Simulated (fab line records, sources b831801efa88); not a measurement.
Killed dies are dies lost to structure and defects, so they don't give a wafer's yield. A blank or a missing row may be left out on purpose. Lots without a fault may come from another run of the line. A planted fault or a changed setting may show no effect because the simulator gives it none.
fab line records | flow gf180mcu
record lots=24 wafers=72 last_day=34
route steps=602 shown V1@351 V3@430 V4@493 TOP_METAL@567 PASSIVATION@587
lots that met no fault: from a run of the same line without faults
start_h: hours from the record's first day to the start of the lot's first wafer shown | wait_h: hours since the lot's step before | " the same as in the row above | L1.1+2: a row that stands for several wafers | - no value, or no start given | * or withheld: withheld | < > ~ a bound
route shown NAME@n: a module of which the file shows steps, and the number in the route of the first | usual: mean/standard deviation of fault-free wafers | same: alike in all rows | chamber/n: place in a boat | sites: the reading at each site | _std_site: their standard deviation | _edge_site: outer sites' mean less inner sites' | radius_mm: how far each site lies from the wafer's centre | mask NAME#n: copy n | behind: the tool/chamber that last shaped the wafer | hold: why the lot was held/for how many hours/how that ended | device: the transistor (n, p or np) that didn't switch | end of line: the same wafers' tests at the end of the route | a step without rows: its recipe alone | killed: dies lost to structure and defects at the first sort, not the wafer's yield | map: a wafer's dies, x killed, . not, _ none there
set.NAME: the setting as run; set.NAME@STEP: as run at that earlier step | model.NAME: the simulator's own value behind a step, which no gauge read
steps of the route over a sample of lots; a table a step, a row a wafer
services: from which hour (start_h, from the record's first day; less than 0 if before it) a tool's chamber was out of use, for how many hours, and why
## steps
# step GF_V1_ETCH_16
# recipe chemistry=N2/H2 target_depth_a=withheld overetch_a=withheld time_s=withheld target=BARC ion_energy_ev=200 source_w=500 bias_w=100 pressure_mtorr=30 n2_flow_sccm=100 h2_flow_sccm=200
# usual drypump_motor_current_A=6.1/0.39 oes_product_au=0.855/0.0048 throttle_valve_pct=13.225/0.0092
# columns lot.wafer tool chamber start_h wait_h drypump_motor_current_A oes_product_au throttle_valve_pct
L074.2 rie_diel-02 1 413.08 0.0 6.4 0.854 13.237
L074.4 " 2 " " 5.9 0.850 13.232
L074.5 " 2 " " 5.9 0.853 13.216
L075.3 rie_diel-01 3 430.54 0.0 6.5 0.862 13.223
L075.4 " 2 " " 6.6 0.855 13.232
L075.5 " 0 " " 6.2 0.849 13.218
L076.2 rie_diel-02 0 431.28 0.0 5.7 0.851 13.219
L076.4 " 0 " " 5.7 0.853 13.220
L076.6 " 1 " " 6.4 0.850 13.230
L078.1 rie_diel-01 1 450.62 0.0 6.3 0.855 13.230
L078.3 " 2 " " 6.6 0.853 13.231
L078.6 " 1 " " 6.3 0.854 13.238
L077.1 rie_diel-01 2 453.33 0.0 6.5 0.861 13.228
L077.4 " 0 " " 6.2 0.853 13.233
L077.6 " 3 " " 6.5 0.867 13.204
L079.2 rie_diel-03 2 461.67 0.0 6.4 0.854 13.226
L079.3 " 1 " " 5.6 0.847 13.213
L079.5 " 1 " " 5.6 0.851 13.213
L080.2 rie_diel-03 3 475.08 0.0 5.7 0.849 13.235
L080.4 " 3 " " 5.7 0.855 13.231
L080.5 " 1 " " 5.6 0.850 13.240
L081.1 rie_diel-02 3 485.27 0.0 5.8 0.856 13.227
L081.3 " 1 " " 6.4 0.855 13.222
L081.4 " 2 " " 6.0 0.854 13.227
L083.1 rie_diel-01 0 494.28 0.0 6.2 0.849 13.240
L083.3 " 1 " " 6.3 0.867 13.218
L083.6 " 1 " " 6.3 0.852 13.213
L082.2 rie_diel-03 1 497.93 0.0 5.6 0.856 13.240
L082.3 " 3 " " 5.7 0.859 13.227
L082.6 " 3 " " 5.7 0.850 13.213
L084.1 rie_diel-02 1 507.28 0.0 6.3 0.852 13.229
L084.5 " 1 " " 6.4 0.855 13.234
L084.6 " 2 " " 5.9 0.855 13.234
L085.1 rie_diel-01 3 514.38 0.0 6.5 0.854 13.234
L085.3 " 0 " " 6.2 0.855 13.237
L085.6 " 3 " " 6.5 0.856 13.214
L086.1 rie_diel-03 2 516.07 0.0 6.4 0.858 13.211
L086.2 " 0 " " 5.3 0.846 13.232
L086.4 " 3 " " 5.7 0.859 13.237
L087.1 rie_diel-01 3 526.52 0.0 6.5 0.854 13.240
L087.2 " 2 " " 6.6 0.856 13.224
L087.3 " 0 " " 6.2 0.853 13.218
L088.1 rie_diel-02 2 532.04 0.0 5.9 0.858 13.225
L088.2 " 1 " " 6.4 0.856 13.231
L088.6 " 1 " " 6.4 0.859 13.230
L089.1 rie_diel-01 1 539.47 0.0 6.3 0.857 13.232
L089.2 " 2 " " 6.6 0.852 13.217
L089.6 " 3 " " 6.5 0.856 13.239
L090.1 rie_diel-01 3 543.72 0.0 6.6 0.865 13.219
L090.3 " 1 " " 6.3 0.853 13.223
L090.5 " 3 " " 6.5 0.857 13.222
L091.2 rie_diel-03 3 551.27 0.0 5.7 0.852 13.220
L091.3 " 1 " " 5.6 0.857 13.213
L091.6 " 0 " " 5.3 0.848 13.226
L092.3 rie_diel-03 2 563.64 0.0 6.5 0.854 13.240
L092.5 " 2 " " 6.4 0.859 13.227
L092.6 " 1 " " 5.6 0.857 13.221
L093.3 rie_diel-01 0 568.22 0.0 6.2 0.854 13.233
L093.5 " 1 " " 6.3 0.850 13.201
L093.6 " 2 " " 6.6 0.858 13.220
L094.1 rie_diel-01 3 576.67 0.0 6.6 0.849 13.205
L094.2 " 2 " " 6.6 0.858 13.223
L094.5 " 2 " " 6.6 0.852 13.220
L095.3 rie_diel-02 0 583.57 0.0 5.7 0.857 13.240
L095.4 " 2 " " 6.0 0.859 13.222
L095.5 " 3 " " 5.8 0.861 13.217
L096.1 rie_diel-03 2 591.37 0.0 6.4 0.855 13.228
L096.2 " 0 " " 5.3 0.860 13.243
L096.4 " 2 " " 6.4 0.861 13.220
L097.1 rie_diel-02 1 603.42 0.0 6.4 0.850 13.216
L097.2 " 2 " " 5.9 0.853 13.232
L097.4 " 0 " " 5.7 0.856 13.218
# step GF_V3_THK_MEAS_01
# recipe reads=SiO2_of_V3_CVD_00
# usual V3_CVD_00_THK=600/9.4
# columns lot.wafer tool chamber start_h wait_h V3_CVD_00_THK[nm]
L074.2 film_metro-02 - 490.01 0.0 593
L074.4 " - " " 591
L074.5 " - " " 608
L075.3 film_metro-01 - 507.70 0.1 604
L075.4 " - " " 605
L075.5 " - " " 601
L076.2 film_metro-04 - 508.99 0.1 601
L076.4 " - " " 604
L076.6 " - " " 598
L078.1 film_metro-04 - 527.32 0.0 590
L078.3 " - " " 588
L078.6 " - " " 591
L077.1 film_metro-04 - 529.00 0.0 604
L077.4 " - " " 609
L077.6 " - " " 600
L079.2 film_metro-04 - 536.91 0.0 604
L079.3 " - " " 617
L079.5 " - " " 611
L080.2 film_metro-04 - 549.33 0.0 594
L080.4 " - " " 594
L080.5 " - " " 619
L081.1 film_metro-04 - 559.99 0.0 591
L081.3 " - " " 614
L081.4 " - " " 597
L083.1 film_metro-04 - 567.00 0.0 598
L083.3 " - " " 606
L083.6 " - " " 610
L082.2 film_metro-02 - 570.40 0.0 596
L082.3 " - " " 589
L082.6 " - " " 597
L084.1 film_metro-02 - 579.80 0.0 608
L084.5 " - " " 611
L084.6 " - " " 594
L085.1 film_metro-02 - 586.55 0.0 604
L085.3 " - " " 582
L085.6 " - " " 585
L086.1 film_metro-02 - 589.54 0.0 611
L086.2 " - " " 587
L086.4 " - " " 608
L087.1 film_metro-04 - 598.37 0.0 615
L087.2 " - " " 605
L087.3 " - " " 589
L088.1 film_metro-01 - 603.19 0.0 596
L088.2 " - " " 579
L088.6 " - " " 596
L089.1 film_metro-02 - 609.94 0.1 599
L089.2 " - " " 581
L089.6 " - " " 583
L090.1 film_metro-02 - 613.86 0.0 589
L090.3 " - " " 603
L090.5 " - " " 598
L091.2 film_metro-02 - 620.63 0.0 591
L091.3 " - " " 588
L091.6 " - " " 585
L092.3 film_metro-01 - 633.58 0.1 601
L092.5 " - " " 599
L092.6 " - " " 589
L093.3 film_metro-04 - 635.19 0.1 598
L093.5 " - " " 599
L093.6 " - " " 599
L094.1 film_metro-01 - 645.14 0.0 599
L094.2 " - " " 597
L094.5 " - " " 596
L095.3 film_metro-04 - 651.96 0.1 595
L095.4 " - " " 606
L095.5 " - " " 596
L096.1 film_metro-04 - 657.95 0.0 613
L096.2 " - " " 598
L096.4 " - " " 597
L097.1 film_metro-01 - 669.39 0.0 600
L097.2 " - " " 611
L097.4 " - " " 598
# step GF_V4_ETCH_17
# recipe chemistry=C4F8/O2/Ar mask_material=KrF target=SiO2 stop_on=TiN source_w=1500 bias_w=1200 pressure_mtorr=40 c4f8_flow_sccm=withheld O2_flow_sccm=6 Ar_flow_sccm=300 time_s=withheld target_depth_a=6300
# usual oes_product_au=0.856/0.0047
# columns lot.wafer tool chamber start_h wait_h oes_product_au
L074.2 rie_diel-03 3 - - 0.853
L074.4 " 2 " " 0.858
L074.5 " 0 " " 0.852
L075.3 rie_diel-04 3 - - 0.858
L075.4 " 1 " " 0.858
L075.5 " 1 " " 0.856
L076.2 rie_diel-01 0 - - 0.855
L076.4 " 1 " " 0.850
L076.6 " 1 " " 0.862
L078.1 rie_diel-01 2 - - 0.860
L078.3 " 3 " " 0.854
L078.6 " 2 " " 0.849
L077.1 rie_diel-01 3 - - 0.866
L077.4 " 1 " " 0.850
L077.6 " 2 " " 0.860
L079.2 rie_diel-03 3 - - 0.852
L079.3 " 2 " " 0.854
L079.5 " 3 " " 0.857
L080.2 rie_diel-03 0 - - 0.865
L080.4 " 3 " " 0.855
L080.5 " 1 " " 0.865
L081.1 rie_diel-01 2 - - 0.854
L081.3 " 3 " " 0.856
L081.4 " 1 " " 0.849
L083.1 rie_diel-04 2 - - 0.862
L083.3 " 1 " " 0.855
L083.6 " 1 " " 0.855
L082.2 rie_diel-04 3 - - 0.852
L082.3 " 1 " " 0.854
L082.6 " 3 " " 0.854
L084.1 rie_diel-03 1 - - 0.851
L084.5 " 2 " " 0.860
L084.6 " 3 " " 0.856
L085.1 rie_diel-01 2 - - 0.862
L085.3 " 3 " " 0.862
L085.6 " 3 " " 0.852
L086.1 rie_diel-03 1 - - 0.855
L086.2 " 2 " " 0.853
L086.4 " 0 " " 0.852
L087.1 rie_diel-03 0 - - 0.854
L087.2 " 3 " " 0.860
L087.3 " 2 " " 0.852
L088.1 rie_diel-01 2 - - 0.854
L088.2 " 0 " " 0.855
L088.6 " 2 " " 0.859
L089.1 rie_diel-04 2 - - 0.853
L089.2 " 3 " " 0.860
L089.6 " 3 " " 0.851
L090.1 rie_diel-04 0 - - 0.856
L090.3 " 2 " " 0.862
L090.5 " 2 " " 0.845
L091.2 rie_diel-03 2 - - 0.868
L091.3 " 1 " " 0.857
L091.6 " 3 " " 0.863
L092.3 rie_diel-01 1 - - 0.860
L092.5 " 0 " " 0.857
L092.6 " 1 " " 0.852
L093.3 rie_diel-04 0 - - 0.851
L093.5 " 1 " " 0.858
L093.6 " 2 " " 0.851
L094.1 rie_diel-01 3 - - 0.855
L094.2 " 0 " " 0.855
L094.5 " 1 " " 0.867
L095.3 rie_diel-03 2 - - 0.856
L095.4 " 0 " " 0.857
L095.5 " 1 " " 0.850
L096.1 rie_diel-03 2 - - 0.856
L096.2 " 3 " " 0.845
L096.4 " 1 " " 0.850
L097.1 rie_diel-04 2 - - 0.858
L097.2 " 1 " " 0.865
L097.4 " 0 " " 0.857
# step GF_TOP_METAL_SPUTTER_00
# recipe material=Ti target_thk_nm=37.5 arriving_ion_energy_ev=80 substrate_temp_c=200 chamber_pressure_pa=2 power_w=4000 time_s=150
# usual throttle_valve_pct=29.7/0.98
# columns lot.wafer tool chamber start_h wait_h throttle_valve_pct
L074.2 pvd_sputter-02 - 630.22 0.1 29.8
L074.4 " - " " 28.3
L074.5 " - " " 29.8
L075.3 pvd_sputter-03 - 645.30 0.2 29.9
L075.4 " - " " 28.8
L075.5 " - " " 29.8
L076.2 pvd_sputter-01 - 648.39 0.2 28.8
L076.4 " - " " 30.4
L076.6 " - " " 28.5
L078.1 pvd_sputter-01 - 661.93 0.2 29.1
L078.3 " - " " 31.8
L078.6 " - " " 28.8
L077.1 pvd_sputter-03 - 664.55 0.2 30.3
L077.4 " - " " 30.1
L077.6 " - " " 29.9
L079.2 pvd_sputter-03 - 670.78 0.1 30.5
L079.3 " - " " 29.0
L079.5 " - " " 28.6
L080.2 pvd_sputter-01 - 681.55 0.1 31.9
L080.4 " - " " 28.8
L080.5 " - " " 28.7
L081.1 pvd_sputter-01 - 691.30 0.2 32.0
L081.3 " - " " 30.2
L081.4 " - " " 28.8
L083.1 pvd_sputter-03 - 697.55 0.2 30.5
L083.3 " - " " 29.2
L083.6 " - " " 30.0
L082.2 pvd_sputter-03 - 699.09 0.1 30.2
L082.3 " - " " 30.2
L082.6 " - " " 28.8
L084.1 pvd_sputter-03 - 708.01 0.1 30.2
L084.5 " - " " 29.3
L084.6 " - " " 29.7
L085.1 pvd_sputter-01 - 713.28 0.1 28.5
L085.3 " - " " 31.9
L085.6 " - " " 28.9
L086.1 pvd_sputter-02 - 717.37 0.2 29.8
L086.2 " - " " 29.6
L086.4 " - " " 28.3
L087.1 pvd_sputter-02 - 722.76 0.2 29.6
L087.2 " - " " 29.1
L087.3 " - " " 29.5
L088.1 pvd_sputter-01 - 729.58 0.1 30.2
L088.2 " - " " 31.6
L088.6 " - " " 31.7
L089.1 pvd_sputter-01 - 733.67 0.2 31.9
L089.2 " - " " 30.2
L089.6 " - " " 29.0
L090.1 pvd_sputter-01 - 738.11 0.1 28.9
L090.3 " - " " 30.4
L090.5 " - " " 30.3
L091.2 pvd_sputter-02 - 743.92 0.1 29.7
L091.3 " - " " 29.1
L091.6 " - " " 29.4
L092.3 pvd_sputter-02 - 754.95 0.2 29.6
L092.5 " - " " 29.6
L092.6 " - " " 28.3
L093.3 pvd_sputter-01 - 755.81 0.2 31.9
L093.5 " - " " 32.0
L093.6 " - " " 28.8
L094.1 pvd_sputter-03 - 764.16 0.1 29.4
L094.2 " - " " 28.5
L094.5 " - " " 28.5
L095.3 pvd_sputter-03 - 769.14 0.2 28.8
L095.4 " - " " 29.8
L095.5 " - " " 30.0
L096.1 pvd_sputter-03 - 773.85 0.1 28.5
L096.2 " - " " 29.9
L096.4 " - " " 30.3
L097.1 pvd_sputter-01 - 783.00 0.2 29.9
L097.2 " - " " 28.8
L097.4 " - " " 28.7
# step GF_TOP_METAL_OVL_MEAS_15
# usual TOP_METAL_OVL=0.3/1.3
# columns lot.wafer tool chamber start_h wait_h TOP_METAL_OVL[nm]
L074.2 overlay-01 - 650.94 0.1 1.0
L074.4 " - " " 1.7
L074.5 " - " " 1.6
L075.3 overlay-01 - 665.00 0.1 3.1
L075.4 " - " " 0.9
L075.5 " - " " 1.5
L076.2 overlay-02 - 668.14 0.1 -0.2
L076.4 " - " " 1.0
L076.6 " - " " 1.6
L078.1 overlay-01 - 681.48 0.1 -0.3
L078.3 " - " " 0.1
L078.6 " - " " -0.5
L077.1 overlay-02 - 683.83 0.1 0.5
L077.4 " - " " -0.9
L077.6 " - " " -1.8
L079.2 overlay-01 - 689.54 0.1 -2.9
L079.3 " - " " -0.5
L079.5 " - " " -0.1
L080.2 overlay-02 - 700.74 0.1 1.7
L080.4 " - " " -0.4
L080.5 " - " " 0.2
L081.1 overlay-01 - 710.28 0.1 -0.5
L081.3 " - " " 0.0
L081.4 " - " " 0.7
L083.1 overlay-01 - 715.89 0.1 0.6
L083.3 " - " " -0.2
L083.6 " - " " 1.7
L082.2 overlay-02 - 717.54 0.1 -0.3
L082.3 " - " " -0.6
L082.6 " - " " 0.8
L084.1 overlay-01 - 726.64 0.1 -0.7
L084.5 " - " " -0.5
L084.6 " - " " -0.5
L085.1 overlay-02 - 731.39 0.1 0.1
L085.3 " - " " 1.7
L085.6 " - " " 1.9
L086.1 overlay-02 - 735.93 0.1 2.0
L086.2 " - " " -1.4
L086.4 " - " " 1.3
L087.1 overlay-01 - 740.53 0.1 1.6
L087.2 " - " " 2.6
L087.3 " - " " 1.2
L088.1 overlay-01 - 746.68 0.1 2.1
L088.2 " - " " 0.9
L088.6 " - " " 0.8
L089.1 overlay-02 - 751.38 0.1 1.4
L089.2 " - " " 1.4
L089.6 " - " " 1.0
L090.1 overlay-01 - 755.58 0.1 -1.7
L090.3 " - " " -1.6
L090.5 " - " " 0.7
L091.2 overlay-01 - 760.34 0.1 1.3
L091.3 " - " " 2.9
L091.6 " - " " 2.5
L092.3 overlay-01 - 771.25 0.1 -0.6
L092.5 " - " " -2.1
L092.6 " - " " 0.5
L093.3 overlay-02 - 772.24 0.1 0.3
L093.5 " - " " 0.1
L093.6 " - " " -0.9
L094.1 overlay-01 - 780.18 0.1 0.1
L094.2 " - " " -1.7
L094.5 " - " " -2.7
L095.3 overlay-01 - 784.92 0.1 -0.2
L095.4 " - " " -1.0
L095.5 " - " " 0.0
L096.1 overlay-02 - 789.80 0.1 2.4
L096.2 " - " " 0.2
L096.4 " - " " 1.7
L097.1 overlay-02 - 797.88 0.1 -2.6
L097.2 " - " " -3.3
L097.4 " - " " -1.6
# step GF_PASSIVATION_CVD_00
# recipe material=SiO2 target_thk_nm=1000 precursor=TEOS temp_c=400 time_s=111.95 rf_w=600
# usual heater_power_w=662/91
# columns lot.wafer tool chamber start_h wait_h heater_power_w
L074.2 pecvd-02 1 651.87 0.0 709
L074.4 " 1 " " 773
L074.5 " 0 " " 561
L075.3 pecvd-02 1 665.73 0.0 781
L075.4 " 0 " " 708
L075.5 " 2 " " 642
L076.2 pecvd-04 1 669.11 0.0 573
L076.4 " 0 " " 575
L076.6 " 2 " " 854
L078.1 pecvd-04 0 682.22 0.0 675
L078.3 " 2 " " 835
L078.6 " 2 " " 859
L077.1 pecvd-02 2 684.58 0.0 652
L077.4 " 2 " " 516
L077.6 " 0 " " 683
L079.2 pecvd-02 1 690.34 0.0 794
L079.3 " 0 " " 626
L079.5 " 1 " " 827
L080.2 pecvd-02 0 701.57 0.0 718
L080.4 " 0 " " 587
L080.5 " 1 " " 663
L081.1 pecvd-02 0 711.20 0.0 720
L081.3 " 1 " " 823
L081.4 " 2 " " 516
L083.1 pecvd-01 2 716.97 0.0 705
L083.3 " 1 " " 537
L083.6 " 1 " " 574
L082.2 pecvd-01 0 718.28 0.0 726
L082.3 " 2 " " 675
L082.6 " 2 " " 720
L084.1 pecvd-01 2 727.56 0.0 701
L084.5 " 1 " " 488
L084.6 " 0 " " 573
L085.1 pecvd-01 0 732.31 0.0 680
L085.3 " 1 " " 564
L085.6 " 2 " " 737
L086.1 pecvd-04 2 736.85 0.0 774
L086.2 " 0 " " 699
L086.4 " 2 " " 839
L087.1 pecvd-01 0 741.28 0.0 605
L087.2 " 1 " " 591
L087.3 " 0 " " 684
L088.1 pecvd-02 1 747.46 0.0 774
L088.2 " 2 " " 527
L088.6 " 0 " " 583
L089.1 pecvd-04 1 752.15 0.0 617
L089.2 " 0 " " 629
L089.6 " 1 " " 648
L090.1 pecvd-01 2 756.33 0.0 641
L090.3 " 0 " " 681
L090.5 " 0 " " 585
L091.2 pecvd-04 0 761.09 0.0 583
L091.3 " 2 " " 800
L091.6 " 0 " " 637
L092.3 pecvd-02 1 771.99 0.0 738
L092.5 " 2 " " 509
L092.6 " 0 " " 704
L093.3 pecvd-01 0 773.16 0.0 612
L093.5 " 1 " " 579
L093.6 " 0 " " 675
L094.1 pecvd-02 0 780.94 0.0 643
L094.2 " 1 " " 806
L094.5 " 2 " " 508
L095.3 pecvd-02 1 785.69 0.0 693
L095.4 " 1 " " 740
L095.5 " 2 " " 605
L096.1 pecvd-01 0 790.55 0.0 703
L096.2 " 1 " " 628
L096.4 " 0 " " 583
L097.1 pecvd-04 0 798.62 0.0 670
L097.2 " 2 " " 820
L097.4 " 1 " " 524
## services
# columns tool chamber start_h hours kind
pvd_sputter-01 - 395.64 3.7 repair
pvd_sputter-03 - 405.63 6.2 repair
rie_diel-03 0 413.00 8.4 repair
rie_diel-03 - 428.65 28.1 pm
rie_diel-02 3 429.46 2.7 repair
pecvd-02 - 459.75 6.0 pm
rie_diel-03 1 467.91 4.6 repair
rie_diel-01 1 478.35 13.3 repair
rie_diel-03 2 481.22 5.6 repair
rie_diel-01 3 527.19 1.3 repair
rie_diel-01 - 538.57 0.5 repair
rie_diel-03 - 546.37 0.2 repair
pecvd-01 0 558.82 4.0 repair
pvd_sputter-01 - 563.85 2.2 repair
rie_diel-03 - 565.43 15.6 pm
pvd_sputter-01 - 579.32 12.1 repair
rie_diel-03 3 590.22 1.4 repair
rie_diel-03 1 627.73 3.6 repair
rie_diel-01 - 630.71 0.2 repair
rie_diel-01 - 679.67 2.8 pm
rie_diel-03 0 699.52 9.2 repair
pvd_sputter-03 - 708.46 1.6 repair
pecvd-01 1 761.75 4.9 repair
pvd_sputter-03 - 777.07 0.6 repair
## key
fault none
